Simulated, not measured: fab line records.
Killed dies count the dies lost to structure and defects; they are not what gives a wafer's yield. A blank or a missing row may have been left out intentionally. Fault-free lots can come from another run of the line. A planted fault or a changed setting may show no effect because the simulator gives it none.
Chamber matching | flow gf180mcu | rie-diel-02 running GF_SAB_ETCH_11: 4 sister chambers
The step etches SiO2 in C4F8/O2/Ar, target depth 55 nm, time 8.5 s. 14 wafers are shown with their chamber, then 7 later ones without.

== WAFERS PAIRED WITH THEIR CHAMBERS ==
wafer  | chamber | oes-product-au (a.u.)
L906.1 | 0       | 0.986
L906.2 | 1       | 0.994
L906.6 | 0       | 0.993
L907.2 | 1       | 0.977
L907.3 | 0       | 0.990
L907.6 | 2       | 1.008
L910.2 | 1       | 0.987
L910.4 | 3       | 0.995
L910.6 | 2       | 1.018
L911.1 | 1       | 0.992
L911.3 | 3       | 0.993
L911.5 | 3       | 1.001
L912.1 | 2       | 1.011
L912.4 | 1       | 0.990

SIGNATURES (means of the wafers above)
reading        | chamber 0 | chamber 1 | chamber 2 | chamber 3 | scatter within a chamber
oes-product-au | 0.98967   | 0.98800   | 1.01233   | 0.99633   | 0.00539
Rule: distance of a wafer from a chamber = root of the sum over the readings of ((wafer's reading minus chamber's mean) / reading's scatter) squared. The wafer belongs to the nearest chamber; if the next one is less than 2 further off, it can't be placed. The scatter: take each reading less its chamber's mean, square it, sum over the shown wafers, divide by the number of wafers less the number of chambers, and take the root.

== WAFERS MISSING THEIR CHAMBER ==
wafer  | oes-product-au (a.u.)
L912.5 | 0.970
L916.1 | 0.996
L916.2 | 0.987
L916.5 | 0.989
L922.1 | 0.992
L922.3 | 0.989
L922.4 | 0.992

== WHICH CHAMBER EACH ONE RAN IN ==
wafer  | from the rows above          | in truth
L912.5 | can't be placed: 1 or 0 or 3 | 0
L916.1 | can't be placed: 3 or 0 or 1 | 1
L916.2 | can't be placed: 1 or 0 or 3 | 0
L916.5 | can't be placed: 0 or 1 or 3 | 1
L922.1 | can't be placed: 0 or 1 or 3 | 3
L922.3 | can't be placed: 0 or 1 or 3 | 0
L922.4 | can't be placed: 0 or 1 or 3 | 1
0 of 7 placed correctly. Unplaceable from these rows: 7, with the true chamber sitting among the candidates in 7. 0 placed wrongly.
